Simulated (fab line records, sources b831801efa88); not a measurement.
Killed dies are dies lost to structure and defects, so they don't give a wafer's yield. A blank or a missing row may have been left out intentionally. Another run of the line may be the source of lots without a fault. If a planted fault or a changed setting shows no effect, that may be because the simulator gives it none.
2 desks, one fault :: flow sky130 :: each desk has only its own numbers; what lay behind them comes last

THE METROLOGY DESK
What the gauges read, lot by lot, whatever tool the lot ran on: means of the sampled wafers that have a number. Any lot whose mean is over 4 standard deviations away from the usual mean is out of limits and marked OUT; that distance is given in the brackets.
Columns: A = LOCAL_INTERCONNECT_OVL at SKY_LOCAL_INTERCONNECT_OVL_MEAS_12, usual 1 nm; B = CONTACT_W_RS at SKY_CONTACT_RS_MEAS_25, usual 0.337 ohm/sq
lot: L671
first seen here: day 30 08:45
A: -2
B: 0.341

lot: L672
first seen here: day 30 11:35
A: 2
B: 0.341

lot: L673
first seen here: day 31 05:14
A: 2
B: 0.339

lot: L674
first seen here: day 31 18:24
A: -3
B: 0.338

lot: L675
first seen here: day 31 20:11
A: -4
B: 0.338

lot: L679
first seen here: day 33 10:14
A: 3
B: 0.339

lot: L688
first seen here: day 36 00:12
A: -0
B: 0.330

lot: L689
first seen here: day 36 12:16
A: -3
B: 0.329

lot: L690
first seen here: day 36 16:05
A: 0
B: 0.334

lot: L692
first seen here: day 37 02:39
A: -2
B: 0.333

lot: L691
first seen here: day 37 10:05
A: 1
B: 0.338

lot: L694
first seen here: day 37 17:04
A: -2
B: 0.337

lot: L693
first seen here: day 37 18:08
A: 1
B: 0.344
Result from this desk: across the 13 lots, nothing is out of limits.

DESK OF THE TOOL OWNER: cmp-01
The tool's own readings at SKY_CONTACT_CMP_27 (polishes, stops on SiO2, t overpolish 15 s, target thk 0 nm): means of the sampled wafers that have a number, for each lot that ran on this tool. Any lot whose mean is over 4 standard deviations away from the usual mean is out of limits and marked OUT; that distance is given in the brackets.
Columns: A = edgeZonePressureFrac at SKY_CONTACT_CMP_27, usual 1.000; B = headPressurePsi at SKY_CONTACT_CMP_27, usual 3.500 psi; C = motorCurrentA at SKY_CONTACT_CMP_27, usual 10.4 A; D = overpolishRunS at SKY_CONTACT_CMP_27, usual 14.999 s; E = slurryFlowMlMin at SKY_CONTACT_CMP_27, usual 150.1; F = timeToEndpointS at SKY_CONTACT_CMP_27, usual 83 s
lot: L671
first seen here: day 31 15:16
A: 1.000
B: 3.505
C: 10.1
D: 14.995
E: 150.0
F: 79

lot: L672
first seen here: day 31 18:48
A: 0.999
B: 3.506
C: 9.6
D: 14.993
E: 150.4
F: 81

lot: L673
first seen here: day 32 11:26
A: 0.999
B: 3.498
C: 10.3
D: 14.998
E: 150.0
F: 79

lot: L679
first seen here: day 34 15:38
A: 1.001
B: 3.507
C: 10.5
D: 14.999
E: 150.2
F: 82
Result from this desk: across the 4 lots, nothing is out of limits.

ALL TOGETHER
Nothing out of limits was seen by the metrology desk.
The tool owner's desk saw nothing out of limits.

WHAT WAS PUT IN BY THE SIMULATOR
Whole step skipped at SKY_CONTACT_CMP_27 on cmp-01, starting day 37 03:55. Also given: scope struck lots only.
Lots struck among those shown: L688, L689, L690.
